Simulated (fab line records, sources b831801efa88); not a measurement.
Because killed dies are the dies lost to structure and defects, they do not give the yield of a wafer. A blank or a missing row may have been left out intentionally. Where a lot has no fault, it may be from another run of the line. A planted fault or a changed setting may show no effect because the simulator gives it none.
fab line records	flow sky130
[record] lots = 6	wafers = 18	lastDay = 50
route steps=708 shown VIA2@511 METAL3@532 CAPM@537 PAD_OPEN@708
lots that met no fault: from a run of the same line without faults
startH: start of the lot's first displayed wafer, in hours after the record's first day	waitH: how many hours have passed since the lot's step before this one	" the same as in the row above	L1.1+2: a single row standing in for several wafers	- no value, or no start given	* or withheld: withheld	< > ~ a bound
route shown NAME@n: a module of which the file shows steps, and the number in the route of the first	usual: mean/standard deviation of fault-free wafers	same: alike in all rows	chamber/n: place in a boat	sites: per-site readings	_std_site: standard deviation of those values	_edge_site: mean of outer sites minus mean of inner sites	radiusMm: for every site, how far away it sits from the centre of the wafer	mask NAME#n: copy n	behind: the last tool/chamber to shape the wafer	hold: reason for holding the lot/hours on hold/outcome of the hold	device: the transistor (n, p or np) that didn't switch	end of line: at the end of the route, the tests of the same wafers	a step without rows: its recipe alone	killed: dies that structure and defects cost at the first sort, which is not the same as the wafer's yield	map: per-die view of a wafer (x killed, . not killed, _ where there is no die)
set.NAME: the setting as run; set.NAME@STEP: as run at that earlier step	model.NAME: the simulator's own value behind a step, which no gauge read
lots at selected steps of the route; one table per step, one row per wafer
services: when a tool's chamber went out of use (startH, in hours from the record's first day, below 0 if earlier), for how many hours, and the reason
[[steps]]
[step SKY_VIA2_DEHYDRATE_04]
[recipe] tempC = 200	timeS = 60
[step SKY_VIA2_HMDS_05]
[recipe] primeTimeS = 60	primeTempC = 120
[step SKY_VIA2_COAT_06]
[recipe] resist = BARC	tempC = withheld	timeS = withheld	spinRpm = 3000	resistThkNm = 60
[step SKY_VIA2_COAT_07]
[recipe] resist = KrF-thick	spinRpm = 3000	resistThkNm = 450
[step SKY_VIA2_SOFTBAKE_08]
[recipe] tempC = 100	timeS = 90	resist = KrF-thick
[step SKY_VIA2_EXPOSE_09]
[recipe] maskId = VIM2	na = 0.8	sourceShape = annular	sigmaInner = 0.55	sigmaOuter = 0.85	targetCdNm = 200	doseMj = 38
[step SKY_VIA2_PEB_10]
[recipe] pebTempC = withheld	pebTimeS = withheld	resist = KrF-thick
[step SKY_VIA2_DEVELOP_11]
[recipe] developTimeS = 58.82	resist = KrF-thick	devTempC = 21
[step SKY_VIA2_CD_MEAS_12]
[recipe] targetCdNm = 200
[usual] cdNm = 200.0/1.6
lot.wafer	tool	chamber	startH	waitH	cdNm
L284.1	cdSem-01	-	851.78	-	199.8
L284.2	"	-	"	"	197.8
L284.5	"	-	"	"	198.6
L290.3	cdSem-01	-	901.31	-	198.8
L290.5	"	-	"	"	197.7
L290.6	"	-	"	"	195.7
L291.2	cdSem-02	-	927.40	-	200.6
L291.3	"	-	"	"	197.5
L291.5	"	-	"	"	201.9
L297.1	cdSem-01	-	952.02	-	200.4
L297.3	"	-	"	"	201.2
L297.6	"	-	"	"	200.6
L302.1	cdSem-01	-	989.72	-	201.4
L302.4	"	-	"	"	200.8
L302.6	"	-	"	"	200.8
L305.1	cdSem-01	-	1004.68	-	202.9
L305.5	"	-	"	"	201.8
L305.6	"	-	"	"	201.9
[step SKY_VIA2_OVL_MEAS_13]
[usual] VIA2_OVL = 2/5
lot.wafer	tool	chamber	startH	waitH	VIA2_OVL[nm]
L284.1	overlay-01	-	851.90	0.1	0
L284.2	"	-	"	"	4
L284.5	"	-	"	"	1
L290.3	overlay-01	-	901.40	0.1	6
L290.5	"	-	"	"	7
L290.6	"	-	"	"	6
L291.2	overlay-01	-	927.51	0.1	-3
L291.3	"	-	"	"	2
L291.5	"	-	"	"	-2
L297.1	overlay-01	-	952.14	0.1	3
L297.3	"	-	"	"	2
L297.6	"	-	"	"	9
L302.1	overlay-01	-	989.84	0.1	-4
L302.4	"	-	"	"	6
L302.6	"	-	"	"	0
L305.1	overlay-01	-	1004.80	0.1	8
L305.5	"	-	"	"	1
L305.6	"	-	"	"	14
[step SKY_VIA2_ETCH_14]
[recipe] chemistry = N2/H2	target = BARC	ionEnergyEv = 200	sourceW = 500	biasW = 100	pressureMtorr = 30	n2FlowSccm = 100	h2FlowSccm = 200	stopOn = SiO2	timeS = 45.9	targetDepthA = 600
[step SKY_VIA2_ETCH_15]
[recipe] target = SiO2	chemistry = C4F8/O2/Ar	targetDepthNm = 546	stopOn = TiN	maskMaterial = KrF-thick	sourceW = 1500	biasW = 1200	pressureMtorr = 40	c4f8FlowSccm = withheld	O2_flow_sccm = 6	Ar_flow_sccm = 300	timeS = 84
[usual] oesProductAu = 0.939/0.0049
lot.wafer	tool	chamber	startH	waitH	oesProductAu	rfHoursCounterH
L284.1	rieDiel-01	2	851.98	0.0	0.936	1
L284.2	"	3	"	"	0.936	14
L284.5	"	2	"	"	0.941	-
L290.3	rieDiel-02	0	901.46	0.0	0.938	3
L290.5	"	0	"	"	0.942	-
L290.6	"	1	"	"	0.937	-
L291.2	rieDiel-03	3	927.58	0.0	0.941	11
L291.3	"	1	"	"	0.932	5
L291.5	"	2	"	"	0.941	-
L297.1	rieDiel-02	0	952.21	0.0	0.932	5
L297.3	"	2	"	"	0.938	23
L297.6	"	0	"	"	0.928	-
L302.1	rieDiel-03	1	989.91	0.0	0.938	7
L302.4	"	2	"	"	0.935	18
L302.6	"	2	"	"	0.946	-
L305.1	rieDiel-01	3	1004.88	0.0	0.942	19
L305.5	"	1	"	"	0.936	-
L305.6	"	3	"	"	0.944	-
[step SKY_VIA2_STRIP_16]
[recipe] chemistry = O2/N2	powerW = 1400	pressureMtorr = 1500	platenTempC = withheld	o2FlowSccm = 3000	n2FlowSccm = 300	overashFraction = 0.5
[usual] drypumpMotorCurrentA = 5.6/0.33	oesProductAu = 0.399/0.005	stripTimeToEndpointS = 4.064/0.023
lot.wafer	tool	chamber	startH	waitH	drypumpMotorCurrentA	oesProductAu	rfHoursCounterH	stripTimeToEndpointS
L284.1	plasmaAsher-03	1	852.04	0.0	5.9	0.396	100	4.097
L284.2	"	0	"	"	6.0	0.407	100	4.061
L284.5	"	1	"	"	5.9	0.401	-	4.103
L290.3	plasmaAsher-03	0	901.56	0.1	6.0	0.398	-	4.050
L290.5	"	1	"	"	5.9	0.400	-	4.048
L290.6	"	0	"	"	6.0	0.392	-	4.046
L291.2	plasmaAsher-03	0	927.65	0.0	6.0	0.391	107	4.087
L291.3	"	0	"	"	6.0	0.386	-	4.075
L291.5	"	0	"	"	6.0	0.392	-	4.108
L297.1	plasmaAsher-01	0	952.28	0.0	5.6	0.391	79	4.021
L297.3	"	1	"	"	5.4	0.402	-	4.069
L297.6	"	1	"	"	5.5	0.401	-	4.046
L302.1	plasmaAsher-04	1	989.98	0.0	5.6	0.401	58	4.066
L302.4	"	1	"	"	5.6	0.395	-	4.092
L302.6	"	0	"	"	5.0	0.407	-	4.082
L305.1	plasmaAsher-03	1	1004.95	0.0	5.8	0.395	115	4.047
L305.5	"	0	"	"	6.1	0.403	-	4.046
L305.6	"	1	"	"	5.9	0.390	-	4.034
[step SKY_VIA2_STRIP_17]
[recipe] chemistry = postEtchResidueRemover	timeS = 1200	tempC = 72.5
[step SKY_VIA2_CLEAN_18]
[recipe] chemistry = IPA	timeS = 180	tempC = 25
[step SKY_VIA2_CLEAN_19]
[recipe] chemistry = O3/DIW	dry = n2Spin
[step SKY_VIA2_SPUTTER_20]
[recipe] material = TiN	targetThkNm = 20	chamberPressurePa = 5	powerW = 4000	timeS = 80
[usual] chamberPressurePa = 4.998/0.0092	throttleValvePct = 30.2/0.92
lot.wafer	tool	chamber	startH	waitH	chamberPressurePa	throttleValvePct
L284.1	pvdSputter-02	-	852.68	0.0	4.995	29.6
L284.2	"	-	"	"	4.995	31.0
L284.5	"	-	"	"	4.997	31.4
L290.3	pvdSputter-04	-	902.15	0.0	4.990	29.6
L290.5	"	-	"	"	4.996	31.0
L290.6	"	-	"	"	5.005	30.6
L291.2	pvdSputter-02	-	928.27	0.0	4.981	29.3
L291.3	"	-	"	"	5.001	29.9
L291.5	"	-	"	"	5.012	31.0
L297.1	pvdSputter-04	-	952.87	0.0	5.004	29.6
L297.3	"	-	"	"	4.996	30.7
L297.6	"	-	"	"	4.994	31.1
L302.1	pvdSputter-02	-	990.61	0.0	4.988	30.9
L302.4	"	-	"	"	4.982	29.6
L302.6	"	-	"	"	5.002	29.6
L305.1	pvdSputter-02	-	1005.54	0.0	4.998	31.2
L305.5	"	-	"	"	5.010	29.9
L305.6	"	-	"	"	5.013	29.2
[step SKY_VIA2_CVD_21]
[recipe] material = W	targetThkNm = 420	timeS = 126.4	tempC = 400	pressureTorr = 40
[usual] heaterPowerW = 789/73
lot.wafer	tool	chamber	startH	waitH	heaterPowerW
L284.1	cvdW-01	1	852.75	0.0	714
L284.2	"	0	"	"	940
L284.5	"	0	"	"	918
L290.3	cvdW-01	0	902.25	0.1	936
L290.5	"	0	"	"	917
L290.6	"	1	"	"	704
L291.2	cvdW-01	0	928.33	0.0	828
L291.3	"	1	"	"	676
L291.5	"	0	"	"	819
L297.1	cvdW-01	0	952.93	0.0	848
L297.3	"	1	"	"	661
L297.6	"	0	"	"	836
L302.1	cvdW-01	0	990.67	0.0	831
L302.4	"	0	"	"	844
L302.6	"	1	"	"	670
L305.1	cvdW-01	1	1005.60	0.0	666
L305.5	"	1	"	"	673
L305.6	"	0	"	"	855
[step SKY_VIA2_RS_MEAS_22]
[recipe] thkMeasGauge = four-point-probe	reads = W_of_VIA2_CVD_21+TiN_of_VIA2_SPUTTER_20
[usual] VIA2_W_RS = 0.273/0.0043
lot.wafer	tool	chamber	startH	waitH	VIA2_W_RS[ohm/sq]
L284.1	filmMetro-03	-	852.88	0.1	0.268
L284.2	"	-	"	"	0.267
L284.5	"	-	"	"	0.266
L290.3	filmMetro-02	-	902.38	0.1	0.270
L290.5	"	-	"	"	0.270
L290.6	"	-	"	"	0.268
L291.2	filmMetro-02	-	928.48	0.1	0.269
L291.3	"	-	"	"	0.268
L291.5	"	-	"	"	0.268
L297.1	filmMetro-02	-	953.06	0.1	0.269
L297.3	"	-	"	"	0.269
L297.6	"	-	"	"	0.265
L302.1	filmMetro-03	-	990.80	0.1	0.270
L302.4	"	-	"	"	0.273
L302.6	"	-	"	"	0.274
L305.1	filmMetro-01	-	1005.73	0.1	0.270
L305.5	"	-	"	"	0.273
L305.6	"	-	"	"	0.274
[step SKY_VIA2_THK_MEAS_23]
[recipe] thkMeasGauge = xrf	reads = W_of_VIA2_CVD_21
[usual] VIA2_W_THK = 422/8.3
lot.wafer	tool	chamber	startH	waitH	VIA2_W_THK[nm]
L284.1	filmMetro-03	-	853.00	0.1	427
L284.2	"	-	"	"	427
L284.5	"	-	"	"	425
L290.3	filmMetro-02	-	902.48	0.1	419
L290.5	"	-	"	"	420
L290.6	"	-	"	"	424
L291.2	filmMetro-02	-	928.59	0.1	422
L291.3	"	-	"	"	424
L291.5	"	-	"	"	424
L297.1	filmMetro-02	-	953.18	0.1	418
L297.3	"	-	"	"	416
L297.6	"	-	"	"	422
L302.1	filmMetro-03	-	990.92	0.1	436
L302.4	"	-	"	"	426
L302.6	"	-	"	"	429
L305.1	filmMetro-01	-	1005.85	0.1	429
L305.5	"	-	"	"	427
L305.6	"	-	"	"	424
[step SKY_VIA2_CMP_24]
[recipe] stopOn = SiO2	tOverpolishS = 20	downForcePsi = 3.5	platenRpm = 60	targetThkNm = 0	padVelocityMS = 0.94248
[step SKY_METAL3_SPUTTER_00]
[recipe] material = Ti	targetThkNm = 15	powerW = 3000	timeS = 10	chamberPressurePa = 0.4
[step SKY_METAL3_SPUTTER_01]
[recipe] material = TiN	targetThkNm = 20	powerW = 6500	timeS = 16.7	chamberPressurePa = 0.4
[step SKY_METAL3_SPUTTER_02]
[recipe] material = AlCu	targetThkNm = 735	powerW = 10600	timeS = 39.1	chamberPressurePa = 0.4
[step SKY_METAL3_SPUTTER_03]
[recipe] material = Ti	targetThkNm = 5	powerW = 3000	timeS = 3.3	chamberPressurePa = 0.4
[usual] chamberPressurePa = 0.4000/0.00076	throttleValvePct = 30.1/1.1
lot.wafer	tool	chamber	startH	waitH	chamberPressurePa	throttleValvePct
L284.1	pvdSputter-01	-	853.44	0.0	0.4004	28.6
L284.2	"	-	"	"	0.4006	29.9
L284.5	"	-	"	"	0.4006	29.9
L290.3	pvdSputter-01	-	902.91	0.0	0.4007	30.7
L290.5	"	-	"	"	0.4007	30.0
L290.6	"	-	"	"	0.3989	30.2
L291.2	pvdSputter-01	-	929.03	0.0	0.4005	30.3
L291.3	"	-	"	"	0.4012	29.8
L291.5	"	-	"	"	0.4001	28.5
L297.1	pvdSputter-01	-	953.63	0.0	0.4000	30.4
L297.3	"	-	"	"	0.4001	30.3
L297.6	"	-	"	"	0.4006	30.3
L302.1	pvdSputter-03	-	991.37	0.0	0.4000	29.9
L302.4	"	-	"	"	0.4006	29.6
L302.6	"	-	"	"	0.4000	30.9
L305.1	pvdSputter-04	-	1006.29	0.0	0.4006	29.5
L305.5	"	-	"	"	0.4001	31.2
L305.6	"	-	"	"	0.4012	27.3
[step SKY_METAL3_SPUTTER_04]
[recipe] material = TiN	targetThkNm = 70	powerW = 6500	timeS = 58.3	chamberPressurePa = 0.4
[step SKY_CAPM_CVD_00]
[recipe] material = SiO2	targetThkNm = 15.5	tempC = 400	timeS = withheld	rfW = 450
[usual] heaterPowerW = 711/110
lot.wafer	tool	chamber	startH	waitH	heaterPowerW
L284.1	pecvd-02	0	853.51	0.0	506
L284.2	"	2	"	"	758
L284.5	"	0	"	"	508
L290.3	pecvd-02	0	902.98	0.0	500
L290.5	"	1	"	"	668
L290.6	"	2	"	"	861
L291.2	pecvd-04	2	929.10	0.0	794
L291.3	"	1	"	"	648
L291.5	"	2	"	"	812
L297.1	pecvd-04	1	953.69	0.0	657
L297.3	"	2	"	"	732
L297.6	"	2	"	"	759
L302.1	pecvd-02	2	991.43	0.0	820
L302.4	"	0	"	"	500
L302.6	"	2	"	"	793
L305.1	pecvd-03	0	1006.36	0.0	752
L305.5	"	2	"	"	919
L305.6	"	0	"	"	752
[step SKY_CAPM_THK_MEAS_01]
[recipe] reads = SiO2_of_CAPM_CVD_00
[usual] CAPM_CVD_00_THK = 15.53/0.22
lot.wafer	tool	chamber	startH	waitH	CAPM_CVD_00_THK[nm]
L284.1	filmMetro-03	-	853.53	-	15.43
L284.2	"	-	"	"	15.41
L284.5	"	-	"	"	15.80
L290.3	filmMetro-01	-	903.02	-	15.58
L290.5	"	-	"	"	15.83
L290.6	"	-	"	"	15.91
L291.2	filmMetro-04	-	929.13	-	15.51
L291.3	"	-	"	"	15.53
L291.5	"	-	"	"	15.74
L297.1	filmMetro-03	-	953.72	-	15.63
L297.3	"	-	"	"	15.39
L297.6	"	-	"	"	15.79
L302.1	filmMetro-03	-	991.46	-	15.45
L302.4	"	-	"	"	15.80
L302.6	"	-	"	"	15.77
L305.1	filmMetro-01	-	1006.40	-	15.46
L305.5	"	-	"	"	15.53
L305.6	"	-	"	"	15.41
[step SKY_CAPM_SPUTTER_02]
[recipe] material = TiN	targetThkNm = 200	tempC = 300	powerW = 6500	timeS = 166.7	chamberPressurePa = 0.3926
[step SKY_CAPM_RS_MEAS_03]
[recipe] thkMeasGauge = four-point-probe	reads = TiN_of_CAPM_SPUTTER_02
[usual] CAPM_TIN_RS = 6.88/0.067
lot.wafer	tool	chamber	startH	waitH	CAPM_TIN_RS[ohm/sq]
L284.1	filmMetro-01	-	853.70	0.1	6.76
L284.2	"	-	"	"	6.82
L284.5	"	-	"	"	6.80
L290.3	filmMetro-03	-	903.21	0.1	6.86
L290.5	"	-	"	"	6.89
L290.6	"	-	"	"	6.85
L291.2	filmMetro-01	-	929.31	0.1	6.84
L291.3	"	-	"	"	6.85
L291.5	"	-	"	"	6.86
L297.1	filmMetro-01	-	953.89	0.1	6.88
L297.3	"	-	"	"	6.87
L297.6	"	-	"	"	6.86
L302.1	filmMetro-01	-	991.63	0.1	6.79
L302.4	"	-	"	"	6.80
L302.6	"	-	"	"	6.84
L305.1	filmMetro-03	-	1006.56	0.1	6.90
L305.5	"	-	"	"	6.88
L305.6	"	-	"	"	6.84
[step SKY_CAPM_THK_MEAS_04]
[recipe] thkMeasGauge = xrf	reads = TiN_of_CAPM_SPUTTER_02
[usual] CAPM_TIN_THK = 196.7/1.9
lot.wafer	tool	chamber	startH	waitH	CAPM_TIN_THK[nm]
L284.1	filmMetro-01	-	853.82	0.1	198.5
L284.2	"	-	"	"	197.5
L284.5	"	-	"	"	197.5
L290.3	filmMetro-03	-	903.31	0.1	198.1
L290.5	"	-	"	"	197.1
L290.6	"	-	"	"	198.9
L291.2	filmMetro-01	-	929.42	0.1	197.2
L291.3	"	-	"	"	197.7
L291.5	"	-	"	"	196.8
L297.1	filmMetro-01	-	954.01	0.1	195.9
L297.3	"	-	"	"	196.4
L297.6	"	-	"	"	196.4
L302.1	filmMetro-01	-	991.75	0.1	199.5
L302.4	"	-	"	"	198.9
L302.6	"	-	"	"	197.3
L305.1	filmMetro-03	-	1006.68	0.1	196.0
L305.5	"	-	"	"	196.6
L305.6	"	-	"	"	196.6
[step SKY_CAPM_DEHYDRATE_05]
[recipe] tempC = 200	timeS = 60
[step SKY_CAPM_HMDS_06]
[recipe] primeTimeS = 60	primeTempC = 120
[step SKY_CAPM_COAT_07]
[recipe] resist = NOVOLAK	spinRpm = 3000	resistThkNm = 1140
[step SKY_CAPM_SOFTBAKE_08]
[recipe] tempC = 90	timeS = 60	resist = NOVOLAK
[step SKY_CAPM_EXPOSE_09]
[recipe] maskId = CAPM	na = 0.6	sourceShape = conventional	sigmaOuter = 0.6	polarization = unpolarized	targetCdNm = 1000	doseMj = 159
[step SKY_CAPM_PEB_10]
[recipe] tempC = withheld	timeS = *	resist = NOVOLAK
[step SKY_CAPM_DEVELOP_11]
[recipe] resist = NOVOLAK	developer = TMAH	developTimeS = 60	devTempC = 23
[step SKY_CAPM_OVL_MEAS_12]
[usual] CAPM_OVL = -0.6/1.4
lot.wafer	tool	chamber	startH	waitH	CAPM_OVL[nm]
L284.1	overlay-02	-	880.83	0.1	0.5
L284.2	"	-	"	"	-0.6
L284.5	"	-	"	"	0.2
L290.3	overlay-02	-	927.52	0.1	0.7
L290.5	"	-	"	"	2.3
L290.6	"	-	"	"	0.1
L291.2	overlay-02	-	952.96	0.1	-0.6
L291.3	"	-	"	"	-0.4
L291.5	"	-	"	"	-1.1
L297.1	overlay-01	-	977.77	0.1	-0.2
L297.3	"	-	"	"	-0.3
L297.6	"	-	"	"	-1.2
L302.1	overlay-01	-	1015.01	0.1	0.2
L302.4	"	-	"	"	1.4
L302.6	"	-	"	"	1.6
L305.1	overlay-01	-	1028.86	0.1	-2.1
L305.5	"	-	"	"	-0.8
L305.6	"	-	"	"	-2.0
[step SKY_CAPM_METAL_ETCH_13]
[recipe] targetDepthNm = 220	stopOn = SiO2	chemistry = Cl2/BCl3	target = TiN	pressureMtorr = 10	icpW = 900	biasW = 48.5	Cl2_flow_sccm = 60	bcl3FlowSccm = 30	timeS = 62.9
[step SKY_CAPM_STRIP_14]
[recipe] chemistry = O2/N2	powerW = 1400	pressureMtorr = 1500	platenTempC = withheld	o2FlowSccm = 3000	n2FlowSccm = 300	overashFraction = 0.5
[step SKY_CAPM_STRIP_15]
[recipe] chemistry = postEtchResidueRemover	timeS = 1200	tempC = 72.5
[step SKY_PAD_OPEN_PROBE_99]
[usual] defectLimitedYield = 82.5/1.9	killed_at_M0_to_M3 = 44/6.6	killed_at_M4_up = 3.0/2	killedAtContacts = 24/5.1	killedAtFrontEnd = 15/4.1	killedAtOther = 0.4/0.62	killedDies = 86/9.3	killedOpen = 46/6.8	killedShort = 40/5.8
[same] grossDies = 492	killedAtBackSide = 0
lot.wafer	tool	chamber	startH	waitH	defectLimitedYield[%]	killed_at_M0_to_M3	killed_at_M4_up	killedAtContacts	killedAtFrontEnd	killedAtOther	killedDies	killedOpen	killedShort	model.etest.tester.sortNPass	model.etest.tester.sortYieldPct	model.etest.tester.sort_bin_5_pct	model.etest.tester.sort_bin_3_pct
L284.1	prober-02	-	1078.05	0.1	83.3	48	4	17	13	0	82	42	40	410	83.33	10.57	0.4065
L284.2	prober-02	-	1078.10	0.1	85.0	45	2	17	10	0	74	49	25	418	84.96	8.333	0.2033
L284.5	prober-02	-	1078.25	0.2	81.5	42	3	29	16	1	91	44	47	401	81.5	10.37	1.22
L290.3	prober-01	-	1116.80	0.2	75.0	73	1	24	25	0	123	43	45	369	75	14.02	3.455
L290.5	prober-01	-	1116.90	0.2	78.3	47	3	36	21	0	107	69	38	385	78.25	13.82	0.6098
L290.6	prober-01	-	1116.95	0.2	71.7	86	0	31	21	1	139	52	51	353	71.75	15.85	3.049
L291.2	prober-02	-	1139.33	0.1	76.6	87	0	17	9	2	115	41	38	377	76.63	13.21	3.252
L291.3	prober-02	-	1139.38	0.2	73.8	79	5	25	20	0	129	47	49	363	73.78	15.45	3.252
L291.5	prober-02	-	1139.48	0.2	77.6	78	4	15	13	0	110	38	36	382	77.64	13.62	2.236
L297.1	prober-02	-	1154.64	0.1	83.3	38	5	24	15	0	82	47	35	410	83.33	9.756	1.016
L297.3	prober-02	-	1154.74	0.2	82.1	47	4	19	16	2	88	50	38	404	82.11	10.77	0.4065
L297.6	prober-02	-	1154.89	0.2	85.8	33	3	19	14	1	70	40	30	422	85.77	8.537	0.4065
L302.1	prober-01	-	1180.93	0.1	83.3	38	2	18	23	1	82	47	35	410	83.33	10.37	0.6098
L302.4	prober-01	-	1181.08	0.2	81.9	45	1	22	20	1	89	48	41	403	81.91	11.59	0.813
L302.6	prober-01	-	1181.18	0.2	80.1	55	6	23	13	1	98	48	49	382	77.64	12.6	0.813
L305.1	prober-01	-	1191.75	0.1	81.1	47	2	29	14	1	93	52	41	399	81.1	12.4	0.813
L305.5	prober-01	-	1191.95	0.2	82.7	48	0	28	9	0	85	47	38	407	82.72	10.98	1.22
L305.6	prober-01	-	1192.00	0.2	79.7	48	7	25	20	0	100	63	36	392	79.67	12.6	0.4065
// killed by level:class
L284.1 VIA2:geometricParticle:open=11 METAL2:geometricParticle:short=9 VIA1:geometricParticle:open=8 LOCAL_INTERCONNECT:geometricParticle:short=7 CONTACT:geometricParticle:open=5 VIA1:geometricParticle:short=5 VIA2:geometricParticle:short=5 POLY_GATE:geometricParticle:open=4
L284.2 VIA3:geometricParticle:open=12 CONTACT:geometricParticle:open=10 VIA1:geometricParticle:open=10 METAL1:geometricParticle:short=7 FIELD_ISO:geometricParticle:open=4 METAL2:geometricParticle:short=4 LI_CONTACT:geometricParticle:open=3 CONTACT:geometricParticle:short=3
L284.5 CONTACT:geometricParticle:short=13 CONTACT:geometricParticle:open=11 VIA1:geometricParticle:open=11 VIA2:geometricParticle:open=8 METAL1:geometricParticle:short=6 VIA3:geometricParticle:open=6 POLY_GATE:geometricParticle:short=4 FIELD_ISO:geometricParticle:short=3
L290.3 VIA2:unspecified=35 CONTACT:geometricParticle:open=9 POLY_GATE:geometricParticle:short=7 LI_CONTACT:geometricParticle:open=7 METAL2:geometricParticle:short=7 METAL1:geometricParticle:short=6 VIA3:geometricParticle:open=6 FIELD_ISO:geometricParticle:short=5
L290.5 VIA1:geometricParticle:open=16 CONTACT:geometricParticle:open=13 LI_CONTACT:geometricParticle:open=10 POLY_GATE:geometricParticle:open=9 VIA2:geometricParticle:open=8 FIELD_ISO:geometricParticle:open=6 POLY_GATE:geometricParticle:short=5 CONTACT:geometricParticle:short=5
L290.6 VIA2:unspecified=36 METAL1:geometricParticle:short=11 VIA1:geometricParticle:short=11 VIA1:geometricParticle:open=11 CONTACT:geometricParticle:open=9 FIELD_ISO:geometricParticle:open=6 LI_CONTACT:geometricParticle:open=6 VIA2:geometricParticle:open=6
L291.2 VIA2:unspecified=36 CONTACT:geometricParticle:open=9 VIA1:geometricParticle:short=8 METAL2:geometricParticle:short=8 VIA3:geometricParticle:open=8 VIA2:geometricParticle:open=7 VIA1:geometricParticle:open=6 POLY_GATE:geometricParticle:short=3
L291.3 VIA2:unspecified=33 VIA1:geometricParticle:open=13 CONTACT:geometricParticle:open=10 POLY_GATE:geometricParticle:short=6 METAL2:geometricParticle:short=6 FIELD_ISO:geometricParticle:short=5 CONTACT:geometricParticle:short=5 LI_CONTACT:geometricParticle:short=4
L291.5 VIA2:unspecified=36 VIA2:geometricParticle:open=8 LI_CONTACT:geometricParticle:open=7 METAL2:geometricParticle:short=6 VIA1:geometricParticle:open=5 POLY_GATE:geometricParticle:open=5 METAL1:geometricParticle:short=5 METAL3:geometricParticle:short=5
L297.1 VIA1:geometricParticle:open=12 CONTACT:geometricParticle:open=8 LI_CONTACT:geometricParticle:open=7 VIA3:geometricParticle:open=5 METAL4:geometricParticle:short=5 METAL2:geometricParticle:short=5 FIELD_ISO:geometricParticle:open=4 POLY_GATE:geometricParticle:short=4
L297.3 VIA1:geometricParticle:open=12 CONTACT:geometricParticle:open=10 VIA1:geometricParticle:short=8 VIA2:geometricParticle:open=6 FIELD_ISO:geometricParticle:open=4 VIA3:geometricParticle:short=4 METAL1:geometricParticle:short=4 METAL2:geometricParticle:short=4
L297.6 VIA1:geometricParticle:open=11 LI_CONTACT:geometricParticle:open=8 CONTACT:geometricParticle:open=5 VIA2:geometricParticle:short=5 FIELD_ISO:geometricParticle:short=4 FIELD_ISO:geometricParticle:open=4 METAL2:geometricParticle:short=4 POLY_GATE:geometricParticle:short=3
L302.1 VIA1:geometricParticle:open=13 CONTACT:geometricParticle:open=8 VIA3:geometricParticle:open=8 POLY_GATE:geometricParticle:short=7 FIELD_ISO:geometricParticle:open=5 FIELD_ISO:geometricParticle:short=4 METAL2:geometricParticle:short=4 VIA2:geometricParticle:short=4
L302.4 VIA2:geometricParticle:open=10 CONTACT:geometricParticle:open=9 FIELD_ISO:geometricParticle:open=6 VIA1:geometricParticle:open=6 METAL1:geometricParticle:short=5 LI_CONTACT:geometricParticle:open=5 VIA3:geometricParticle:open=5 POLY_GATE:geometricParticle:short=4
L302.6 VIA2:geometricParticle:open=12 VIA1:geometricParticle:open=10 CONTACT:geometricParticle:open=8 POLY_GATE:geometricParticle:short=7 METAL1:geometricParticle:short=7 LI_CONTACT:geometricParticle:open=6 METAL2:geometricParticle:short=6 VIA3:geometricParticle:short=5
L305.1 CONTACT:geometricParticle:open=13 VIA1:geometricParticle:open=9 VIA2:geometricParticle:open=9 CONTACT:geometricParticle:short=6 VIA3:geometricParticle:short=6 LI_CONTACT:geometricParticle:open=5 METAL1:geometricParticle:short=5 METAL2:geometricParticle:short=5
L305.5 VIA3:geometricParticle:open=11 LI_CONTACT:geometricParticle:short=7 VIA1:geometricParticle:open=7 VIA1:geometricParticle:short=6 LI_CONTACT:geometricParticle:open=6 CONTACT:geometricParticle:open=6 VIA2:geometricParticle:open=6 POLY_GATE:geometricParticle:open=4
L305.6 VIA1:geometricParticle:open=15 CONTACT:geometricParticle:open=10 VIA2:geometricParticle:open=9 VIA3:geometricParticle:open=8 POLY_GATE:geometricParticle:open=7 LI_CONTACT:geometricParticle:open=6 CONTACT:geometricParticle:short=6 POLY_GATE:geometricParticle:short=4
// map L290.6 (x killed, . not)
__________.........x_________
________xxxxx...x.x..x_______
______xx..x.x...x..x..x._____
_____xxxxx...xx..........____
____xxxxx.....x...........___
___xxxxxx....x......x....x.__
__xxxxxx..........x.....xx.._
_x.xxxxx.........x..x......x.
_xxxxx.xx..xx..x.....x....x..
_xxx.xx..x...x.....x.x..x....
_x.......xx.......xx.......xx
_......x...x.x.x......x......
_..x...x.....x..xx....xx..xxx
_x................x.x..x..x..
_x..x......................x.
__.x.x..x...xx.xx...x.x....._
___...xx..xxx..x.x.........__
____......xx........xx....___
_____......xxxxxx..x.....____
______......x.......x..._____
________......x......._______
__________.x........_________
// map L291.3 (x killed, . not)
__________..x..x.x.._________
________...x...xx....._______
______xx.x......x......._____
_____xxxxxxx..xx...x..xx.____
____xxxxxx................___
___xxxxxx..................__
__xxxxxx...x.x..x.x.....xxx._
_.xxxxxx..xx.x.....x.........
_.xxxxxxxx......x.x...x.x....
_......x.....x.............x.
_x............x...x..x.....x.
_.........x........x.....x.xx
_..x..x......x......x.x......
_.x..x.......x..x..x.........
_x.....x.x.x...........x...x.
__xx.....x...x..x......x..x._
___x.....x.......x...x.....__
____.xx.............x.....___
_____....x.......x....x.x____
______.xx...x...x......._____
________.x...xx..xx..x_______
__________..xx.x...._________
[[services]]
tool	chamber	startH	hours	kind
plasmaAsher-01	-	832.91	2.8	pm
rieDiel-03	0	836.64	2.2	repair
pvdSputter-04	-	843.98	14.7	repair
rieDiel-01	1	853.89	1.4	repair
rieDiel-02	-	864.44	0.2	repair
pecvd-03	-	867.69	14.6	pm
pecvd-03	-	895.03	0.9	repair
rieDiel-02	2	902.52	7.1	repair
pvdSputter-04	-	903.38	32.2	repair
plasmaAsher-03	-	903.62	2.8	pm
cvdW-01	-	904.00	14.0	pm
pecvd-02	1	912.87	8.6	repair
pvdSputter-01	-	915.19	2.7	repair
plasmaAsher-04	-	917.96	3.3	repair
rieDiel-03	0	919.19	15.4	repair
pecvd-02	-	919.66	6.0	pm
cvdW-01	-	920.78	6.9	pm
pvdSputter-01	-	923.58	3.6	repair
rieDiel-02	0	962.38	44.1	repair
rieDiel-02	-	977.39	15.6	pm
rieDiel-03	3	991.12	9.3	repair
pecvd-03	0	998.43	3.6	repair
rieDiel-01	0	1002.29	12.7	repair
plasmaAsher-04	-	1002.30	2.8	pm
[[key]]
[firstSign] step = SKY_PAD_OPEN_PROBE_99	reading = killed_at_M0_to_M3	direction = up	sigmas = 5.6	usual = 44	struck = 81
[effect] step = SKY_PAD_OPEN_PROBE_99	reading = killedDies	direction = up	sigmas = 4	usual = 86	struck = 123
[modelEffect] step = SKY_PAD_OPEN_PROBE_99	value = etest.tester.sortNPass	without = 398.6	struck = 368.8
metAt SKY_VIA2_STRIP_16
struckWafers L290.3,L290.6,L291.2,L291.3,L291.5
onsetBetween 852.04 901.56
[fault] kind = chamberParticleSource	tool = plasmaAsher-03	chamber = 0	onsetH = 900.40	steps = SKY_VIA2_STRIP_16	ratePerVisitCm2 = 1.0906	endH = 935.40
